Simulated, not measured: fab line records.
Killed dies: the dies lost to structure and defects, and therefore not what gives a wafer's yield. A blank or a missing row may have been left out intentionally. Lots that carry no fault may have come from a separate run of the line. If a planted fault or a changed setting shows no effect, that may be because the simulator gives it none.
fab line records    flow sfq-line
record lots=6  wafers=16  last-day=77
route steps=325 shown I7@309 M8@311
lots untouched by any fault: they come from a run of this same line in which no faults occurred
start-h: hours from the record's opening day to when the first of the lot's shown wafers began    wait-h: hours elapsed since this lot's preceding step    " unchanged from the row above    L1.1+2: several wafers, shown together as one row    - no value, or no start was given    * or withheld: withheld    < > ~ a bound
route shown NAME@n: a module of which the file shows steps, and the number in the route of the first    usual: mean/standard deviation of fault-free wafers    same: alike in all rows    chamber/n: place in a boat    sites: per-site readings    _std_site: how widely they spread, as a standard deviation    _edge_site: the outer-site mean with the inner-site mean subtracted    radius-mm: for every site, how far away it sits from the centre of the wafer    mask NAME#n: copy n    behind: the tool/chamber that last shaped the wafer    hold: why the lot went on hold/how many hours it stayed there/how the hold came to an end    device: the n, p or np transistor that did not switch    end of line: tests of these same wafers at the route's end    a step with no rows: only its recipe    killed: the dies lost at the first sort to structure and to defects; this is not the yield of the wafer    map: a wafer's dies, marking killed ones x, the rest . and places with no die _
set.NAME: the setting the step ran with; set.NAME@STEP: the setting that earlier step ran with    model.NAME: the simulator's own value behind a step, which no gauge read
certain route steps with their lots: each step a table, each wafer a row
services: a tool's chamber out of use, with start hour (start-h, from the record's first day; less than 0 if before it), hours out, and reason
## steps
# step SFQ_TRILAYER_I7_VIA_STRIP_STRIP_191
# recipe gas=O2  power-w=200  platen-temp-c=40  overash-fraction=0.65  chemistry=O2  pressure-mtorr=50
# usual drypump-motor-current-A=5.7/0.42  oes-product-au=1.009/0.012
lot.wafer  tool          chamber  start-h  wait-h  drypump-motor-current-A  oes-product-au  rf-hours-counter-h
L971.1     rie-metal-02  1        1635.44  -       5.6                      0.999           94
L971.4     "             0        "        "       6.3                      1.002           -
L971.6     "             0        "        "       6.3                      0.992           -
L972.1     rie-metal-04  1        1645.04  -       5.8                      0.986           8
L972.3     "             1        "        "       5.8                      0.998           -
L972.5     "             1        "        "       5.8                      0.996           -
L983.3     rie-metal-04  0        1725.83  -       6.0                      1.014           -
L983.4     "             1        "        "       5.9                      1.000           -
L985.2     rie-metal-04  0        1730.43  -       6.0                      1.021           38
L985.3     "             1        "        "       5.8                      1.003           -
L993.1     rie-metal-02  0        1763.32  -       6.3                      1.012           94
L993.2     "             1        "        "       5.6                      1.005           112
L993.3     "             1        "        "       5.6                      0.998           -
L994.1     rie-metal-02  1        1768.95  -       5.6                      0.991           112
L994.3     "             1        "        "       5.6                      0.996           -
L994.4     "             0        "        "       6.3                      0.997           -
# step SFQ_TRILAYER_I7_VIA_STRIP_SOLV_CLEAN_192
# recipe chemistry=NMP  temp-c=70  time-s=600
# step SFQ_TRILAYER_M8_LITHO_LOR_COAT_197
# recipe resist=lift-off  spin-rpm=3000
# step SFQ_TRILAYER_M8_LITHO_LOR_BAKE_198
# recipe resist=lift-off  temp-c=withheld  time-s=withheld
# step SFQ_TRILAYER_M8_LITHO_COAT_193
# recipe resist=KrF  spin-rpm=3000  resist-thk-nm=600
# step SFQ_TRILAYER_M8_LITHO_SOFTBAKE_199
# recipe temp-c=withheld  time-s=withheld  resist=KrF
# step SFQ_TRILAYER_M8_LITHO_EXPOSE_194
# recipe mask-id=M8  na=0.6  source-shape=conventional  sigma-outer=0.65  target-cd-nm=2000  dose-mj=14.4
# step SFQ_TRILAYER_M8_LITHO_PEB_196
# recipe peb-temp-c=115  peb-time-s=60  resist=KrF
# step SFQ_TRILAYER_M8_LITHO_DEVELOP_195
# recipe img-clear-s=15  time-s=55  resist=KrF
# step SFQ_M8_OVL_MEAS_948
# usual M8_OVL=-1/5.3
lot.wafer  tool        chamber  start-h  wait-h  M8_OVL[nm]
L971.1     overlay-02  -        1658.68  0.1     -9
L971.4     "           -        "        "       -7
L971.6     "           -        "        "       -11
L972.1     overlay-02  -        1667.08  0.1     1
L972.3     "           -        "        "       4
L972.5     "           -        "        "       -4
L983.3     overlay-02  -        1731.54  0.1     2
L983.4     "           -        "        "       8
L985.2     overlay-02  -        1736.33  0.1     -1
L985.3     "           -        "        "       -3
L993.1     overlay-02  -        1835.76  0.1     8
L993.2     "           -        "        "       11
L993.3     "           -        "        "       8
L994.1     overlay-02  -        1840.56  0.1     0
L994.3     "           -        "        "       -5
L994.4     "           -        "        "       8
# step SFQ_TRILAYER_M8_DEP_EVAP_197
# recipe material=Ti  angular-spread-deg=1  target-thk-nm=20  time-s=100  power-w=2000
# step SFQ_TRILAYER_M8_DEP_EVAP_198
# recipe material=Pt  angular-spread-deg=1  target-thk-nm=50  time-s=250  power-w=2000
# step SFQ_TRILAYER_M8_DEP_EVAP_196
# recipe material=Au  angular-spread-deg=1  target-thk-nm=180  time-s=900  power-w=2000
lot.wafer  tool            chamber  start-h  wait-h  model.Au_of_TRILAYER_M8_DEP_EVAP_196.thk-nm
L971.1     pvd-sputter-01  -        1658.94  0.1     184.3
L971.4     "               -        "        "       181.1
L971.6     "               -        "        "       182.1
L972.1     pvd-sputter-02  -        1667.34  0.1     180.3
L972.3     "               -        "        "       178.1
L972.5     "               -        "        "       179.5
L983.3     pvd-sputter-01  -        1731.79  0.1     253.3
L983.4     "               -        "        "       179.6
L985.2     pvd-sputter-01  -        1736.59  0.1     246.7
L985.3     "               -        "        "       251.2
L993.1     pvd-sputter-01  -        1836.02  0.1     181.9
L993.2+3   "               -        "        "       184.1
L994.1     pvd-sputter-02  -        1840.82  0.1     178.7
L994.3     "               -        "        "       180.2
L994.4     "               -        "        "       183.5
# step SFQ_M8_RS_MEAS_949
# recipe thk-meas-gauge=four-point-probe  reads=Au_of_TRILAYER_M8_DEP_EVAP_196+Pt_of_TRILAYER_M8_DEP_EVAP_198+Ti_of_TRILAYER_M8_DEP_EVAP_197
# usual M8_AU_RS=0.1537/0.002
lot.wafer  tool           chamber  start-h  wait-h  hold                      M8_AU_RS[ohm/sq]
L971.1     film-metro-02  -        1659.46  0.3     -                         0.1502
L971.4     "              -        "        "       -                         0.1529
L971.6     "              -        "        "       -                         0.1521
L972.1     film-metro-01  -        1667.86  0.3     -                         0.1538
L972.3     "              -        "        "       -                         0.1553
L972.5     "              -        "        "       -                         0.1540
L983.3     film-metro-01  -        1732.35  0.3     await-dispo/0.2h/release  0.1089
L983.4     "              -        "        "       await-dispo/0.2h/release  0.1539
L983.3     film-metro-01  -        1732.84  0.5     -                         0.1088
L983.4     "              -        "        "       -                         0.1536
L985.2     film-metro-02  -        1737.13  0.3     await-dispo/0.2h/release  0.1116
L985.3     "              -        "        "       await-dispo/0.2h/release  0.1098
L985.2     film-metro-02  -        1737.42  0.3     -                         0.1119
L985.3     "              -        "        "       -                         0.1096
L993.1     film-metro-01  -        1836.54  0.3     -                         0.1523
L993.2     "              -        "        "       -                         0.1497
L993.3     "              -        "        "       -                         0.1501
L994.1     film-metro-04  -        1841.34  0.3     -                         0.1551
L994.3     "              -        "        "       -                         0.1537
L994.4     "              -        "        "       -                         0.1507
# step SFQ_M8_THK_MEAS_950
# recipe thk-meas-gauge=xrf  reads=Au_of_TRILAYER_M8_DEP_EVAP_196
# usual M8_AU_THK=176.5/2.3
lot.wafer  tool           chamber  start-h  wait-h  hold                      M8_AU_THK[nm]
L971.1     film-metro-02  -        1659.58  0.1     -                         181.0
L971.4     "              -        "        "       -                         178.2
L971.6     "              -        "        "       -                         178.1
L972.1     film-metro-01  -        1667.98  0.1     -                         175.3
L972.3     "              -        "        "       -                         173.6
L972.5     "              -        "        "       -                         175.3
L983.3     film-metro-01  -        1738.27  5.4     await-dispo/0.2h/release  247.1
L983.4     "              -        "        "       await-dispo/0.2h/release  175.4
L983.3     film-metro-01  -        1738.50  0.2     -                         247.5
L983.4     "              -        "        "       -                         174.6
L985.2     film-metro-02  -        1738.39  1.0     await-dispo/0.2h/release  241.6
L985.3     "              -        "        "       await-dispo/0.2h/release  245.0
L985.2     film-metro-02  -        1738.62  0.2     -                         241.4
L985.3     "              -        "        "       -                         245.4
L993.1     film-metro-01  -        1836.66  0.1     -                         178.1
L993.2     "              -        "        "       -                         180.9
L993.3     "              -        "        "       -                         180.1
L994.1     film-metro-04  -        1841.46  0.1     -                         176.3
L994.3     "              -        "        "       -                         177.2
L994.4     "              -        "        "       -                         181.0
## services
tool            chamber  start-h  hours  kind
pvd-sputter-01  -        1632.00  3.4    repair
rie-metal-02    -        1632.57  2.8    pm
rie-metal-04    1        1661.55  25.4   repair
rie-metal-04    -        1666.38  0.6    repair
pvd-sputter-02  -        1695.96  0.9    repair
## key
first-sign step=SFQ_M8_RS_MEAS_949  reading=visit  direction=added
effect step=SFQ_M8_RS_MEAS_949  reading=M8_AU_RS  direction=down  sigmas=22  usual=0.1537  struck=0.1101
effect step=SFQ_M8_THK_MEAS_950  reading=visit  direction=added
effect step=SFQ_M8_THK_MEAS_950  reading=M8_AU_THK  direction=up  sigmas=29  usual=176.5  struck=244.6
model-effect step=SFQ_TRILAYER_M8_DEP_EVAP_196  value=Au_of_TRILAYER_M8_DEP_EVAP_196.thk-nm  without=181  struck=250.4
met-at SFQ_TRILAYER_M8_DEP_EVAP_196
struck-wafers L983.3,L985.2,L985.3
onset-between 1658.94 1731.79
fault kind=process-parameter-drift  tool=pvd-sputter-01  chamber=-  onset-h=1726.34  steps=SFQ_TRILAYER_M8_DEP_EVAP_196  channel=target-thk-nm  offset=69.432  shape=step  end-h=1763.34  scope=struck-wafers-only  acts-in=these-recipes-only  stated=180
